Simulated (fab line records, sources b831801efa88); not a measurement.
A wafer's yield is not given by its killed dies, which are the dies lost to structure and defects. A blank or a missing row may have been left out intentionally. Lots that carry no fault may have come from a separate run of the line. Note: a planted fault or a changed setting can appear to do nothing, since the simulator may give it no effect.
The same fault as seen by 2 desks | flow sky130 | each desk holds nothing but its own numbers, with what lay behind them at the end

## FOR THE TOOL OWNER'S DESK: rtp-anneal-01
The tool's own readings at SKY_SD_N_RTA_14 (time 2 s): means of the sampled wafers that have a number, for each lot that ran on this tool. Any lot whose mean is over 4 standard deviations away from the usual mean is out of limits and marked OUT; that distance is given in the brackets.
Columns: A = lamp-power-pct at SKY_SD_N_RTA_14, usual 15.74 %; B = ramp-up-c-per-s at SKY_SD_N_RTA_14, usual 150.00; C = wafer_temp_C_max at SKY_SD_N_RTA_14, usual 1078.2
lot  | first seen here | A               | B      | C
L411 | day 29 23:23    | 15.76           | 150.00 | 1078.6
L413 | day 30 08:58    | 15.72           | 150.02 | 1078.4
L414 | day 31 06:54    | 15.72           | 150.01 | 1077.1
L417 | day 31 21:02    | 16.80 (+20) OUT | 150.00 | 1122.6 (+37) OUT
L419 | day 32 07:14    | 16.73 (+19) OUT | 149.98 | 1120.6 (+35) OUT
L429 | day 35 12:26    | 15.74           | 149.98 | 1079.3
This desk's finding: out of limits on L417, L419; first on L417, day 31 21:02 (lamp-power-pct at SKY_SD_N_RTA_14). Within limits: L411, L413, L414, L429.

## AT THE METROLOGY DESK
Lot by lot, what the gauges showed, no matter which tool ran the lot: averages of those sampled wafers that carry a number. Any lot whose mean is over 4 standard deviations away from the usual mean is out of limits and marked OUT; that distance is given in the brackets.
Columns: A = SD_N_RS at SKY_SD_N_RS_MEAS_16, usual 68.59 ohm/sq; B = SD_P_RS at SKY_SD_N_RS_MEAS_17, usual 147.1 ohm/sq; C = RES_XHIGH_RS at SKY_SD_N_RS_MEAS_18, usual 333.4 ohm/sq; D = VIA1_OVL at SKY_VIA1_OVL_MEAS_13, usual 0 nm
lot  | first seen here | A               | B                       | C     | D
L411 | day 29 23:33    | 68.50           | 146.8                   | 333.0 | 0
L413 | day 30 09:08    | 68.52           | 146.9                   | 333.0 | 4
L415 | day 31 05:49    | 68.54           | 147.0                   | 332.8 | -6
L414 | day 31 07:04    | 68.56           | 147.3                   | 334.6 | 2
L416 | day 31 17:53    | 68.68           | 147.1                   | 333.7 | -7
L417 | day 31 21:12    | 60.57 (-67) OUT | 107.8 (-99 or more) OUT | 329.4 | -5
L418 | day 32 02:02    | 68.66           | 147.1                   | 333.4 | 7
L419 | day 32 07:25    | 60.34 (-69) OUT | 108.1 (-99 or more) OUT | 331.0 | -2
L420 | day 32 17:25    | 68.42           | 146.7                   | 334.3 | -9
L426 | day 34 08:51    | 68.70           | 147.5                   | 332.7 | 8
L429 | day 35 12:36    | 68.72           | 147.3                   | 335.7 | 4
This desk reports L417, L419 out of limits; the earliest was L417 at day 31 21:12 (SD_N_RS at SKY_SD_N_RS_MEAS_16). Within limits: L411, L413, L415, L414, L416, L418, L420, L426, L429.

## PUT TOGETHER
At day 31 21:02, on L417, L419, the tool owner's desk was in a position to raise an alarm.
The metrology desk could have raised an alarm at day 31 21:12, on L417, L419.
On rtp-anneal-01, each named lot ran SKY_SD_N_RTA_14.

## WHAT THE SIMULATOR PUT IN
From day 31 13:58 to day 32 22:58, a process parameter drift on rtp-anneal-01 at SKY_SD_N_RTA_14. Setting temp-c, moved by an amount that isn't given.
Struck lots among those shown: L417, L419.
Time in hours from fault onset to the first out-of-limits reading at each desk: tool owner's desk 7, metrology desk 7.
